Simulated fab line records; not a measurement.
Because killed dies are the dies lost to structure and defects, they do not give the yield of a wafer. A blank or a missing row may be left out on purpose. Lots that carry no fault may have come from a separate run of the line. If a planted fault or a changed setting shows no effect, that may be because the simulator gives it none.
Code-filled problem report in 8D (eight disciplines) form ; flow gf180mcu ; the parts of the form that need people (team, actions taken, sign-off) are left out

## 1. WHAT WENT WRONG
chamber_pressure_mTorr at GF_M4_STRIP_17 reads a mean of 1800.6 mTorr on 1 wafer of 1 lot; wafers without a fault read 1500.0 mTorr with a standard deviation of 1.3. That is +99 or more standard deviations from the usual mean.
The step: strips in O2/N2.
First observed at day 27 00:08: wafer L274.1, on plasma_asher-04. Wafers with a number at this step in the record: 36, from 12 lots. Rule for "out", or "out of limits": more than 4 standard deviations from the usual mean. The other wafers with a number count as sound.

## 2. WHAT IT IS; WHAT IT IS NOT
question;is;is not
which readings at this step;chamber_pressure_mTorr, strip_time_to_endpoint_s;drypump_motor_current_A, heater_power_w, oes_product_au
which lots;L274;L266, L267, L268, L269, L270, L271, L272, L273, L285, L286, L287
which wafers of those lots;L274.1;L274.2, L274.6
read on which tools;plasma_asher-04;plasma_asher-02, plasma_asher-03
when;from day 27 00:08;"up to then (26 sound wafers); but 9 sound wafers of L285, L286, L287 came after"

## 3. THE SUSPECTS, EACH WITH WHAT RULES IT OUT
Counting: if a tool at a process step up to the reading ran every lot that is out, it stays a suspect. Sound lots after the first of them don't rule it out here, since some wafers of a struck lot are sound.
- rie_diel-03 at GF_V3_ETCH_16 (etches BARC in N2/H2): kept. It ran the lot that is out, L274 (day 26 01:41).
- pvd_sputter-04 at GF_M4_SPUTTER_03 (material Ti, target thk 10 nm, time 6.7 s): kept. It ran the lot that is out, L274 (day 26 03:16); its last sound lot up to then is L271 (day 25 04:41).
- plasma_asher-04 at GF_M4_STRIP_17 (strips in O2/N2): kept. It ran the lot that is out, L274 (day 27 00:08); its last sound lot up to then is L273 (day 26 09:05). Its own readings are out on those wafers: chamber_pressure_mTorr, strip_time_to_endpoint_s.
- At GF_V3_ETCH_16 on rie_diel-03, chamber 1 took the sound wafers of the same lots and chamber 2 took the wafers that are out.
- At GF_M4_STRIP_17 on plasma_asher-04, chamber 0 took the sound wafers of the same lots and chamber 1 took the wafers that are out.
After the count, these remain: rie_diel-03 at GF_V3_ETCH_16, pvd_sputter-04 at GF_M4_SPUTTER_03 and plasma_asher-04 at GF_M4_STRIP_17.

## 4. THE CAUSE (what the simulator had put in)
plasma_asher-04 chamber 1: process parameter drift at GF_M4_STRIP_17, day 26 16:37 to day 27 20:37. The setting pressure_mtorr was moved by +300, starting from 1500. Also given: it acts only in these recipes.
Of the 3 suspects that counting leaves, this tool is one.

## 5. SEQUENCE OF EFFECTS, ordered by route
Rows list readings where the struck wafers' mean (over those with a number) sits beyond 3 standard deviations from the usual. Only readings for which the record gives a usual standard deviation are gone through. hours: the time from each lot's start at the first step in this table that gives one to its start at this step, as a median over the lots. sigmas: the change in usual standard deviations.
hours;step;reading;usual;on struck wafers;change;sigmas
0;GF_M4_STRIP_17;chamber_pressure_mTorr;1500.0 mTorr;1800.6;+300.6;+99 or more
0;GF_M4_STRIP_17;strip_time_to_endpoint_s;7.88 s;7.60;-0.28;-6.7
It contains these process steps:
- GF_M4_STRIP_17: strips in O2/N2.

## 6. WHAT WOULD HAVE CAUGHT IT SOONER
First out-of-limits reading in this record: day 27 00:08, which is 8 hours after fault onset at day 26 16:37.
